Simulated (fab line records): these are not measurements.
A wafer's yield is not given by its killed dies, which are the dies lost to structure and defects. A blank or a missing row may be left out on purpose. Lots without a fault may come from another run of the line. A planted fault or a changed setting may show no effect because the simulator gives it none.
Which tool is to blame? ; flow gf180mcu ; 36 wafers from 12 lots sampled at 2 of the route's 602 steps

## WHAT EACH GAUGE READ, for each wafer
GF_V3_THK_MEAS_03.
lot;measured;on;V3_CVD_02_THK (nm)
L075;day 21 17:07;film metro-01;827 845 838
L077;day 22 18:17;film metro-01;856 837 872
L078;day 23 09:20;film metro-01;836 861 837
L081;day 24 01:45;film metro-04;853 870 842
L083;day 24 19:53;film metro-04;848 832 839
L085;day 25 11:04;film metro-03;851 850 859
L087;day 25 22:29;film metro-01;829 832 841
L089;day 26 12:34;film metro-04;841 853 848
L091;day 27 05:35;film metro-04;845 841 849
L093;day 27 15:47;film metro-01;822 839 851
L095;day 28 08:39;film metro-01;812 828 836
L097;day 28 23:11;film metro-04;835 848 859

## WHICH TOOL RAN EACH LOT (tool, then ch and the chambers of the sampled wafers, then the start)
lot;GF_V2_CMP_04
L075;cmp-01 ch 0,1,2, day 19 13:16
L077;cmp-01 ch 1,2,3, day 20 14:56
L078;cmp-02 ch 0,1, day 21 06:56
L081;cmp-02 ch 0,1,2, day 21 23:59
L083;cmp-01 ch 1,2,3, day 22 19:31
L085;cmp-02 ch 1,2, day 23 11:07
L087;cmp-02 ch 0,2, day 24 00:18
L089;cmp-01 ch 2,3, day 24 15:11
L091;cmp-02 ch 1,2,3, day 25 10:17
L093;cmp-01 ch 0,1,3, day 25 19:49
L095;cmp-01 ch 0,2,3, day 26 14:00
L097;cmp-01 ch 0,1,2, day 27 05:19
- GF_V2_CMP_04: polishes SiO2.

## THE ANSWER, worked out from the rows above alone
Rule: usual is defined by the lots themselves. Put in order of their means at a reading, lots are off if they are a third of the lots or fewer, leave a main group of 4 or more, and stand apart from it by a gap of 3 or more times the standard deviation of the main group's means; of several such gaps the widest counts. The tables above print the reading to a certain number of digits; a main group whose means all agree to those digits is not used. Also off: a lot with no number at a reading for which 4 or more lots have one. All remaining lots with rows at the step are treated as sound.
No lot is off on any of the readings shown, so nothing can be concluded from this.

## WHAT WAS PUT IN BY THE SIMULATOR
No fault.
